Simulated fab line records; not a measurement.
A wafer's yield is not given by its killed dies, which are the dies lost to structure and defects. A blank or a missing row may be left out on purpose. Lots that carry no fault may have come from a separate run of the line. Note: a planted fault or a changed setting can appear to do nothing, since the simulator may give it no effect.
fab line records | flow sky130
[record] lots = 7 wafers = 19 lastDay = 50
route steps=708 shown CONTACT@432 METAL1@434
lots that met no fault: taken from a fault-free run of the same line
startH: hours from the record's first day to the start of the lot's first wafer shown | waitH: hours from the lot's prior step to this one | " same as the row above | L1.1+2: a single row standing in for several wafers | - either no value or no given start | * or withheld: withheld | < > ~ a bound
route shown NAME@n: names a module that has steps shown in the file, with the first one's number in the route | usual: mean/standard deviation taken from wafers without a fault | same: alike in all rows | chamber/n: place in a boat | sites: readings site by site | _std_site: how widely they spread, as a standard deviation | _edge_site: mean of outer sites minus mean of inner sites | radiusMm: for every site, how far away it sits from the centre of the wafer | mask NAME#n: copy n | behind: the tool/chamber that last shaped the wafer | hold: why the lot was held/for how many hours/how that ended | device: names the non-switching transistor (n, p or np) | end of line: tests run on the same wafers once the route is complete | where a step has no rows: the recipe by itself | killed: dies that structure and defects cost at the first sort, which is not the same as the wafer's yield | map: per-die view of a wafer (x killed, . not killed, _ where there is no die)
set.NAME: the run value of the setting; set.NAME@STEP: its run value at that earlier step | model.NAME: the simulator's own value behind a step, which no gauge read
lots at selected steps of the route; one table per step, one row per wafer
services: a tool's chamber out of use, with start hour (startH, from the record's first day; less than 0 if before it), hours out, and reason
[[steps]]
[step SKY_CONTACT_THK_MEAS_26]
[recipe] thkMeasGauge = xrf reads = W_of_CONTACT_CVD_24
[usual] CONTACT_W_THK = 350/3.7
// columns lot.wafer tool chamber startH waitH CONTACT_W_THK[nm]
L778.2 filmMetro-01 - 765.68 0.1 353
L778.3 " - " " 355
L778.6 " - " " 349
L786.1 filmMetro-04 - 826.48 0.1 346
L786.2 " - " " 352
L786.4 " - " " 351
L788.1 filmMetro-03 - 858.56 0.1 353
L788.2 " - " " 345
L788.4 " - " " 354
L792.2 filmMetro-04 - 858.84 0.1 356
L792.4 " - " " 349
L794.2 filmMetro-03 - 877.68 0.1 352
L794.6 " - " " 354
L798.2 filmMetro-01 - 901.17 0.1 352
L798.4 " - " " 352
L798.6 " - " " 353
L799.3 filmMetro-01 - 905.74 0.1 347
L799.4 " - " " 347
L799.5 " - " " 352
[step SKY_CONTACT_CMP_27]
[recipe] stopOn = SiO2 tOverpolishS = 15 downForcePsi = 3.5 platenRpm = 60 targetThkNm = 0 padVelocityMS = 0.94248
[usual] motorCurrentA = 10.7/1.6 overpolishRunS = 14.999/0.0091 slurryFlowMlMin = 150.0/0.53 timeToEndpointS = 82.8/2.6
// columns lot.wafer tool chamber startH waitH motorCurrentA overpolishRunS slurryFlowMlMin timeToEndpointS
L778.3 cmp-01 3 765.78 0.1 9.7 14.998 150.2 79.2
L778.2 " 0 " " 8.1 14.997 149.6 85.0
L778.6 " 3 " " 9.5 14.977 150.4 78.0
L786.2 cmp-02 0 826.54 0.0 10.3 14.998 149.9 85.1
L786.4 " 1 " " 10.0 15.008 149.4 81.6
L786.1 " 2 " " 13.8 14.993 150.1 77.7
L788.2 cmp-01 2 858.62 0.0 12.1 14.999 149.6 82.9
L788.1 " 3 " " 9.9 14.995 149.4 82.1
L788.4 " 0 " " 8.0 15.007 150.6 84.0
L792.2 cmp-01 3 858.92 0.1 9.4 14.998 150.3 81.7
L792.4 " 1 " " 11.7 14.998 149.3 80.8
L794.2 cmp-01 1 877.78 0.1 11.4 14.991 150.3 78.7
L794.6 " 1 " " 11.3 14.990 149.8 82.3
L798.4 cmp-01 2 901.22 0.0 11.8 14.991 150.3 84.1
L798.2 " 3 " " 9.6 15.008 150.3 83.4
L798.6 " 2 " " 10.6 14.999 150.2 85.3
L799.3 cmp-02 0 905.81 0.1 10.4 15.014 149.0 84.4
L799.4 " 3 " " 10.8 14.993 149.9 80.2
L799.5 " 1 " " 9.9 14.988 150.0 84.4
[step SKY_METAL1_SPUTTER_00]
[recipe] material = Ti targetThkNm = 15 powerW = 3000 timeS = 10 chamberPressurePa = 0.4
[usual] chamberPressurePa = 0.3999/0.00082 throttleValvePct = 30.5/0.72
// columns lot.wafer tool chamber startH waitH chamberPressurePa throttleValvePct
L778.2 pvdSputter-02 - 766.03 0.1 0.3996 30.4
L778.3 " - " " 0.3987 29.9
L778.6 " - " " 0.4000 31.6
L786.1 pvdSputter-04 - 826.84 0.1 0.3990 29.9
L786.2 " - " " 0.4007 30.3
L786.4 " - " " 0.3999 29.9
L788.1 pvdSputter-04 - 858.92 0.2 0.3997 30.0
L788.2 " - " " 0.4007 30.3
L788.4 " - " " 0.4001 30.5
L792.2 pvdSputter-02 - 859.22 0.2 0.3991 32.0
L792.4 " - " " 0.4012 29.9
L794.2 pvdSputter-03 - 878.03 0.2 0.3996 30.4
L794.6 " - " " 0.4008 29.3
L798.2 pvdSputter-04 - 901.52 0.2 0.3990 30.2
L798.4 " - " " 0.3994 30.2
L798.6 " - " " 0.4005 29.9
L799.3 pvdSputter-03 - 906.11 0.2 0.3992 31.0
L799.4 " - " " 0.4002 29.4
L799.5 " - " " 0.3985 30.9
[step SKY_METAL1_SPUTTER_01]
[recipe] material = TiN targetThkNm = 20 powerW = 6500 timeS = 16.7 chamberPressurePa = 0.4
[step SKY_METAL1_SPUTTER_02]
[recipe] material = AlCu targetThkNm = 250 powerW = 10600 timeS = 13.3 chamberPressurePa = 0.4
[step SKY_METAL1_SPUTTER_03]
[recipe] material = Ti targetThkNm = 5 powerW = 3000 timeS = 3.3 chamberPressurePa = 0.4
[usual] chamberPressurePa = 0.4000/0.00076 throttleValvePct = 30.5/0.7
// columns lot.wafer tool chamber startH waitH chamberPressurePa throttleValvePct
L778.2 pvdSputter-02 - 766.11 0.0 0.3991 30.7
L778.3 " - " " 0.4012 29.8
L778.6 " - " " 0.4001 31.5
L786.1 pvdSputter-04 - 826.91 0.0 0.4005 30.1
L786.2 " - " " 0.4003 30.4
L786.4 " - " " 0.4001 29.9
L788.1 pvdSputter-04 - 858.99 0.0 0.4007 29.9
L788.2 " - " " 0.4000 30.1
L788.4 " - " " 0.4002 30.4
L792.2 pvdSputter-02 - 859.29 0.0 0.4001 31.9
L792.4 " - " " 0.3991 30.0
L794.2 pvdSputter-03 - 878.11 0.0 0.4003 30.2
L794.6 " - " " 0.3997 29.3
L798.2 pvdSputter-04 - 901.60 0.0 0.3998 29.9
L798.4 " - " " 0.4006 30.0
L798.6 " - " " 0.4010 30.0
L799.3 pvdSputter-03 - 906.18 0.0 0.4004 30.9
L799.4 " - " " 0.4000 29.4
L799.5 " - " " 0.4008 30.4
[step SKY_METAL1_SPUTTER_04]
[recipe] material = TiN targetThkNm = 70 powerW = 6500 timeS = 58.3 chamberPressurePa = 0.4
[usual] chamberPressurePa = 0.4001/0.00082 throttleValvePct = 30.5/0.69
// columns lot.wafer tool chamber startH waitH chamberPressurePa throttleValvePct
L778.2 pvdSputter-02 - 766.12 0.0 0.4013 30.6
L778.3 " - " " 0.4002 30.0
L778.6 " - " " 0.4008 31.4
L786.1 pvdSputter-04 - 826.93 0.0 0.3986 30.2
L786.2 " - " " 0.4005 30.2
L786.4 " - " " 0.3997 29.9
L788.1 pvdSputter-04 - 859.01 0.0 0.4001 30.0
L788.2 " - " " 0.3986 30.2
L788.4 " - " " 0.3992 30.4
L792.2 pvdSputter-02 - 859.31 0.0 0.4015 31.9
L792.4 " - " " 0.3986 29.7
L794.2 pvdSputter-03 - 878.12 0.0 0.3998 30.1
L794.6 " - " " 0.3987 29.3
L798.2 pvdSputter-04 - 901.61 0.0 0.3992 30.2
L798.4 " - " " 0.4008 29.7
L798.6 " - " " 0.4011 29.9
L799.3 pvdSputter-03 - 906.20 0.0 0.4002 31.2
L799.4 " - " " 0.3988 29.4
L799.5 " - " " 0.4014 30.6
[step SKY_METAL1_RS_MEAS_05]
[recipe] thkMeasGauge = four-point-probe reads = TiN_of_METAL1_SPUTTER_04+Ti_of_METAL1_SPUTTER_03+AlCu_of_METAL1_SPUTTER_02+TiN_of_METAL1_SPUTTER_01+Ti_of_METAL1_SPUTTER_00
[usual] METAL1_ALCU_RS = 0.1269/0.001
// columns lot.wafer tool chamber startH waitH METAL1_ALCU_RS[ohm/sq]
L778.2 filmMetro-02 - 766.19 0.0 0.1249
L778.3 " - " " 0.1251
L778.6 " - " " 0.1251
L786.1 filmMetro-03 - 826.98 0.0 0.1276
L786.2 " - " " 0.1274
L786.4 " - " " 0.1277
L788.1 filmMetro-02 - 859.06 0.0 0.1264
L788.2 " - " " 0.1263
L788.4 " - " " 0.1266
L792.2 filmMetro-02 - 859.38 0.0 0.1259
L792.4 " - " " 0.1256
L794.2 filmMetro-02 - 878.19 0.0 0.1245
L794.6 " - " " 0.1256
L798.2 filmMetro-02 - 901.68 0.0 0.1272
L798.4 " - " " 0.1276
L798.6 " - " " 0.1275
L799.3 filmMetro-02 - 906.29 0.1 0.1275
L799.4 " - " " 0.1275
L799.5 " - " " 0.1281
[step SKY_METAL1_THK_MEAS_06]
[recipe] thkMeasGauge = xrf reads = AlCu_of_METAL1_SPUTTER_02
[usual] METAL1_ALCU_THK = 251.1/2.2
// columns lot.wafer tool chamber startH waitH METAL1_ALCU_THK[nm]
L778.2 filmMetro-02 - 766.30 0.1 255.0
L778.3 " - " " 255.3
L778.6 " - " " 254.6
L786.1 filmMetro-03 - 827.10 0.1 247.9
L786.2 " - " " 248.5
L786.4 " - " " 247.0
L788.1 filmMetro-02 - 859.18 0.1 250.9
L788.2 " - " " 250.6
L788.4 " - " " 254.9
L792.2 filmMetro-02 - 859.49 0.1 252.6
L792.4 " - " " 253.9
L794.2 filmMetro-02 - 878.30 0.1 257.2
L794.6 " - " " 255.3
L798.2 filmMetro-02 - 901.79 0.1 250.6
L798.4 " - " " 249.4
L798.6 " - " " 251.1
L799.3 filmMetro-02 - 906.39 0.1 251.4
L799.4 " - " " 250.7
L799.5 " - " " 251.8
[step SKY_METAL1_DEHYDRATE_07]
[recipe] tempC = 200 timeS = 60
[step SKY_METAL1_HMDS_08]
[recipe] primeTimeS = 60 primeTempC = 120
[step SKY_METAL1_COAT_09]
[recipe] resist = BARC tempC = withheld timeS = withheld spinRpm = 3000 resistThkNm = 60
[step SKY_METAL1_COAT_10]
[recipe] resist = KrF-thick spinRpm = 3000 resistThkNm = 450
[usual] chillPlateTempC = 22.98/0.1
// columns lot.wafer tool chamber startH waitH chillPlateTempC model.KrF-thick_of_METAL1_COAT_10.thkNm
L778.2 lithoTrack-03 0 779 - 22.70 449.6
L778.3 " 0 " " 22.83 450.2
L778.6 " 0 " " 23.00 449.4
L786.1 lithoTrack-01 0 840 - 22.81 449.4
L786.2 " 0 " " 22.82 451.5
L786.4 " 0 " " 22.97 449
L788.1 lithoTrack-01 0 871 - 23.05 451.8
L788.2 " 0 " " 22.93 446.1
L788.4 " 0 " " 23.02 452.5
L792.2 lithoTrack-01 0 872 - 23.06 443.7
L792.4 " 0 " " 23.14 450.9
L794.2 lithoTrack-01 0 891 - 22.93 444.8
L794.6 " 0 " " 22.92 449.6
L798.2 lithoTrack-02 0 913 - 23.11 452.4
L798.4 " 0 " " 23.04 450.3
L798.6 " 0 " " 22.99 452.6
L799.3 lithoTrack-03 0 918 - 23.03 448
L799.4 " 0 " " 23.05 448.2
L799.5 " 0 " " 23.08 447.5
[step SKY_METAL1_SOFTBAKE_11]
[recipe] tempC = 100 timeS = 90 resist = KrF-thick
[step SKY_METAL1_EXPOSE_12]
[recipe] maskId = MM1 na = 0.8 sourceShape = annular sigmaInner = 0.55 sigmaOuter = 0.85 targetCdNm = 140 doseMj = 28
[step SKY_METAL1_PEB_13]
[recipe] pebTempC = withheld pebTimeS = withheld resist = KrF-thick
[step SKY_METAL1_DEVELOP_14]
[recipe] developTimeS = 60 resist = KrF-thick devTempC = 21
[step SKY_METAL1_CD_MEAS_15]
[recipe] targetCdNm = 140
[usual] cdNm = 140.2/1.3
// columns lot.wafer tool chamber startH waitH cdNm
L778.2 cdSem-01 - 791.96 - 139.0
L778.3 " - " " 140.7
L778.6 " - " " 138.7
L786.1 cdSem-01 - 853.25 - 138.5
L786.2 " - " " 139.9
L786.4 " - " " 138.0
L788.1 cdSem-01 - 884.50 - 141.0
L788.2 " - " " 140.6
L788.4 " - " " 140.5
L792.2 cdSem-01 - 885.12 - 139.4
L792.4 " - " " 140.6
L794.2 cdSem-01 - 904.33 - 138.2
L794.6 " - " " 140.3
L798.2 cdSem-02 - 925.87 - 137.4
L798.4 " - " " 137.3
L798.6 " - " " 138.2
L799.3 cdSem-02 - 930.94 - 141.7
L799.4 " - " " 140.0
L799.5 " - " " 142.9
[step SKY_METAL1_OVL_MEAS_16]
[usual] METAL1_OVL = 4/5.6
// columns lot.wafer tool chamber startH waitH METAL1_OVL[nm]
L778.2 overlay-01 - 792.07 0.1 6
L778.3 " - " " -1
L778.6 " - " " 9
L786.1 overlay-01 - 853.37 0.1 3
L786.2 " - " " 7
L786.4 " - " " 1
L788.1 overlay-01 - 884.62 0.1 0
L788.2 " - " " -1
L788.4 " - " " 3
L792.2 overlay-02 - 885.23 0.1 1
L792.4 " - " " 1
L794.2 overlay-02 - 904.44 0.1 0
L794.6 " - " " 6
L798.2 overlay-01 - 925.98 0.1 13
L798.4 " - " " 17
L798.6 " - " " 12
L799.3 overlay-01 - 931.04 0.1 2
L799.4 " - " " 6
L799.5 " - " " 3
[step SKY_METAL1_DESCUM_17]
[recipe] chemistry = O2 sourcePowerW = 150 biasPowerW = 0 pressureMtorr = 10 tempC = 40 timeS = 8
[step SKY_METAL1_ETCH_18]
[recipe] chemistry = N2/H2 target = BARC ionEnergyEv = 200 biasW = 100 pressureMtorr = 30 n2FlowSccm = 100 h2FlowSccm = 200 icpW = 500 stopOn = SiO2 timeS = 45.9 targetDepthA = 600
[step SKY_METAL1_METAL_ETCH_19]
[recipe] targetDepthA = 3600 stopOn = SiO2 overEtchFrac = 0.3 timeS = 78 chemistry = Cl2/BCl3 resistSidewallDeg = 88 pressureMtorr = 10 icpW = 900 biasW = 48.5 Cl2_flow_sccm = 60 bcl3FlowSccm = 30
[usual] drypumpMotorCurrentA = 6.00/0.21 oesProductAu = 0.855/0.0054 throttleValvePct = 22.265/0.0082
// columns lot.wafer tool chamber startH waitH drypumpMotorCurrentA oesProductAu rfHoursCounterH throttleValvePct model.KrF-thick_of_METAL1_COAT_10.thkNm
L778.2 rieMetal-01 0 792.19 0.0 5.98 0.859 7 22.260 164.2
L778.3 " 1 " " 5.97 0.861 - 22.256 162.5
L778.6 " 0 " " 6.01 0.858 - 22.262 163.5
L786.1 rieMetal-03 1 853.50 0.0 6.43 0.853 16 22.278 160.9
L786.2 " 0 " " 5.83 0.854 0 22.265 163.2
L786.4 " 0 " " 5.85 0.853 - 22.262 161.8
L788.1 rieMetal-04 1 884.75 0.0 5.77 0.854 3 22.260 165.7
L788.2 " 0 " " 5.74 0.858 17 22.264 164
L788.4 " 0 " " 5.72 0.856 - 22.268 168.4
L792.2 rieMetal-01 0 885.48 0.1 5.98 0.864 - 22.263 154.5
L792.4 " 0 " " 5.97 0.868 - 22.255 162.7
L794.2 rieMetal-01 0 904.69 0.1 5.98 0.859 - 22.266 156.4
L794.6 " 0 " " 5.94 0.856 - 22.261 160.4
L798.2 rieMetal-03 0 926.10 0.0 5.87 0.856 3 22.265 165.6
L798.4 " 1 " " 6.39 0.855 - 22.268 156.2
L798.6 " 0 " " 5.86 0.850 - 22.266 168.8
L799.3 rieMetal-03 0 931.18 0.1 5.81 0.854 - 22.269 157.7
L799.4 " 1 " " 6.38 0.845 - 22.256 153.6
L799.5 " 1 " " 6.42 0.849 - 22.255 154.2
[step SKY_METAL1_STRIP_20]
[recipe] chemistry = O2/N2 powerW = 1400 pressureMtorr = 1500 platenTempC = withheld o2FlowSccm = 3000 n2FlowSccm = 300 overashFraction = 0.5
[usual] drypumpMotorCurrentA = 5.6/0.52 o2FlowSccm = 2999/9.1 oesProductAu = 0.344/0.0047 stripTimeToEndpointS = 2.72/0.035
// columns lot.wafer tool chamber startH waitH drypumpMotorCurrentA o2FlowSccm oesProductAu rfHoursCounterH stripTimeToEndpointS
L778.2 plasmaAsher-02 0 792.28 0.1 4.8 2994 0.354 65 2.76
L778.3 " 0 " " 4.7 3011 0.348 - 2.74
L778.6 " 0 " " 4.7 3007 0.342 - 2.75
L786.1 plasmaAsher-01 0 853.59 0.1 5.3 3011 0.336 42 2.72
L786.2 " 1 " " 6.2 2991 0.348 42 2.73
L786.4 " 1 " " 6.2 2996 0.341 - 2.71
L788.1 plasmaAsher-01 1 884.84 0.1 6.2 3003 0.347 45 2.76
L788.2 " 0 " " 5.3 3006 0.342 45 2.76
L788.4 " 0 " " 5.3 3017 0.350 - 2.81
L792.2 plasmaAsher-02 0 885.63 0.1 4.8 3011 0.336 71 2.65
L792.4 " 1 " " 5.9 2986 0.342 - 2.74
L794.2 plasmaAsher-02 1 904.84 0.1 5.9 3005 0.342 73 2.67
L794.6 " 0 " " 4.7 3012 0.344 - 2.71
L798.2 plasmaAsher-02 0 926.19 0.1 4.8 2992 0.343 75 2.79
L798.4 " 0 " " 4.8 3005 0.346 - 2.67
L798.6 " 0 " " 4.8 2996 0.343 - 2.82
L799.3 plasmaAsher-02 1 931.28 0.1 5.9 2996 0.342 - 2.68
L799.4 " 0 " " 4.7 3013 0.344 - 2.65
L799.5 " 0 " " 4.8 3006 0.339 - 2.65
[[services]]
// columns tool chamber startH hours kind
cmp-02 - 744.37 4.0 pm
pvdSputter-03 0 790.81 - consumableReplace:kit
pvdSputter-03 0 790.81 18.0 scheduledDown
pvdSputter-03 0 790.81 18.0 ventCycle
rieMetal-01 1 811.51 9.1 repair
plasmaAsher-02 - 818.87 38.9 pm
pvdSputter-04 - 819.20 1.4 repair
cmp-02 - 829.58 0.8 repair
cmp-01 - 837.63 7.8 pm
rieMetal-01 1 838.27 71.5 repair
pvdSputter-02 0 851.42 - consumableReplace:kit
pvdSputter-02 0 851.42 18.0 scheduledDown
pvdSputter-02 0 851.42 18.0 ventCycle
plasmaAsher-02 - 864.68 1.4 repair
cmp-01 - 874.58 1.3 repair
pvdSputter-04 2 877.67 - consumableReplace:kit
pvdSputter-04 2 877.67 18.0 scheduledDown
pvdSputter-04 2 877.67 18.0 ventCycle
cmp-01 - 912.00 4.0 pm
cmp-01 - 916.00 - consumableReplace:conditioner
cmp-01 - 916.00 - consumableReplace:pad
pvdSputter-02 - 924.80 1.3 repair
cmp-02 - 927.84 27.9 repair
rieMetal-04 - 928.42 2.8 pm
[[key]]
firstSign none at tools or gauges
[modelEffect] step = SKY_METAL1_COAT_10 value = KrF-thick_of_METAL1_COAT_10.thkNm without = 451.1 struck = 444.9
[modelEffect] step = SKY_METAL1_METAL_ETCH_19 value = KrF-thick_of_METAL1_COAT_10.thkNm without = 164.5 struck = 158.3
metAt SKY_METAL1_COAT_10
struckWafers L788.2,L792.2,L794.2
[fault] kind = processParameterDrift tool = lithoTrack-01 chamber = - onsetH = 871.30 steps = SKY_METAL1_COAT_10 channel = resistThkNm offset = -6.1884 shape = step endH = 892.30 scope = struckWafersOnly actsIn = theseRecipesOnly stated = 450
